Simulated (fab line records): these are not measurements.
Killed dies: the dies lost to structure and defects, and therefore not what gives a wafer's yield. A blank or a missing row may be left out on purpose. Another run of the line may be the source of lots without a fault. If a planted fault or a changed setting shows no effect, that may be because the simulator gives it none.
A lot that was struck, set against a sound lot | flow sfq_line | 17 out of 325 route steps
Sound: wafers L896.2, L896.3, L896.5. Wafers struck: L907.1, L907.4, L907.6. The cause is named last.
Per side, at each step with rows, come the tool, then ch with its chambers, and then its first start. Under that, the readings that differ: sound wafers | struck wafers | difference of the means | sigmas: that difference in standard deviations of wafers without a fault.
alike: same words and numbers on both sides, and readings whose means sit less than 2 such deviations apart. not compared: any withheld reading, any reading some wafer has no value for, any bound like >300 that may hide the same value, and any number with overlapping values for which the record gives no deviation.
Wherever a step has rows on one side only, a row that says differs or no value, or a row with sigmas, the two part there. When numbers do not overlap yet have no deviation, they are printed without sigmas and do not part them. A reading missing from all wafers of one side parts the sides only when that side holds two or more wafers.

SFQ_TRILAYER_I0_VIA_BARC_OPEN_VIA_ETCH_046: etches BARC in O2, target depth 125 nm, time 41.7 s.
  sound on rie_diel-02 ch 0,1,2, day 20 23:49; struck on rie_diel-02 ch 0,2,3, day 24 18:34
  alike: drypump_motor_current_A, oes_product_au
  not compared: rf_hours_counter_h
SFQ_TRILAYER_I0_VIA_ETCH_VIA_ETCH_034: etches SiO2 in CHF3, stops on Nb, target depth 260 nm.
  sound on rie_diel-02 ch 0,1,2, day 20 23:51; struck on rie_diel-02 ch 0,2,3, day 24 18:36
  alike: drypump_motor_current_A, oes_product_au
SFQ_TRILAYER_I0_VIA_STRIP_STRIP_035: strips in O2.
  sound on rie_metal-04 ch 0,1, day 20 23:58; struck on rie_metal-01 ch 0,1, day 24 18:43
  alike: drypump_motor_current_A, oes_product_au
  not compared: rf_hours_counter_h
then, 2 steps without rows for these wafers: SFQ_TRILAYER_I0_VIA_STRIP_SOLV_CLEAN_036 (cleans in NMP, time 600 s); SFQ_TRILAYER_M1_DEP_PRE_CLEAN_038 (time 22.5 s).
SFQ_TRILAYER_M1_DEP_SPUTTER_037: material Nb, target thk 200 nm, time 133.3 s.
  sound: pvd_sputter-04 at day 21 00:46; struck: pvd_sputter-04 at day 24 19:32
  alike: cathode_dc_power_W, chamber_pressure_pa, throttle_valve_pct
SFQ_M1_RS_MEAS_909: uses a four-point probe to measure.
  sound: film_metro-03 at day 21 00:53; struck: film_metro-02 at day 24 19:37
  alike: M1_NB_RS
then, 4 steps without rows for these wafers: SFQ_TRILAYER_M1_LITHO_COAT_044 (resist thk 62 nm); SFQ_TRILAYER_M1_LITHO_COAT_039 (resist thk 600 nm); SFQ_TRILAYER_M1_LITHO_SOFTBAKE_043; SFQ_TRILAYER_M1_LITHO_EXPOSE_040 (exposes mask M1, target cd 500 nm).
-- the record jumps here: 6 days lie between the struck wafers' starts before and after --
SFQ_TRILAYER_M1_LITHO_PEB_042: peb time 60 s.
  sound on litho_track-04 ch 0, day 27 00:26; struck on litho_track-04 ch 0, day 30 22:23
then, 1 step without rows for these wafers: SFQ_TRILAYER_M1_LITHO_DEVELOP_041 (time 60 s).
SFQ_M1_OVL_MEAS_911:
  sound: overlay-01 at day 27 00:43; struck: overlay-01 at day 30 22:41
  alike: M1_OVL
SFQ_TRILAYER_M1_BARC_OPEN_METAL_ETCH_054: etches BARC in O2, target depth 125 nm, time 41.7 s.
  sound on rie_metal-02 ch 0,1, day 27 00:44; struck on rie_metal-02 ch 1, day 30 22:43
  reading             | sound         | struck            | difference | sigmas
  model.M1.cd_nm (nm) | 499 498 498.9 | 495.8 496.7 497.9 | -1.8       |
  alike: drypump_motor_current_A, oes_product_au
  not compared: rf_hours_counter_h
SFQ_TRILAYER_M1_ETCH_METAL_ETCH_042: etches Nb in Cl2/Ar, stops on SiO2, target depth 240 nm, time 120 s.
  sound on rie_metal-02 ch 0,1, day 27 00:48; struck on rie_metal-02 ch 1, day 30 22:47
  alike: drypump_motor_current_A, oes_product_au
  not compared: rf_hours_counter_h, model.M1.cd_nm
SFQ_TRILAYER_M1_STRIP_STRIP_043: strips in O2.
  sound on rie_metal-02 ch 0,1, day 27 00:56; struck on rie_metal-02 ch 1, day 30 22:54
  alike: drypump_motor_current_A, oes_product_au
  not compared: rf_hours_counter_h

## WHERE THEY PART
Nowhere in this record.

WHY: the cause the simulator had injected
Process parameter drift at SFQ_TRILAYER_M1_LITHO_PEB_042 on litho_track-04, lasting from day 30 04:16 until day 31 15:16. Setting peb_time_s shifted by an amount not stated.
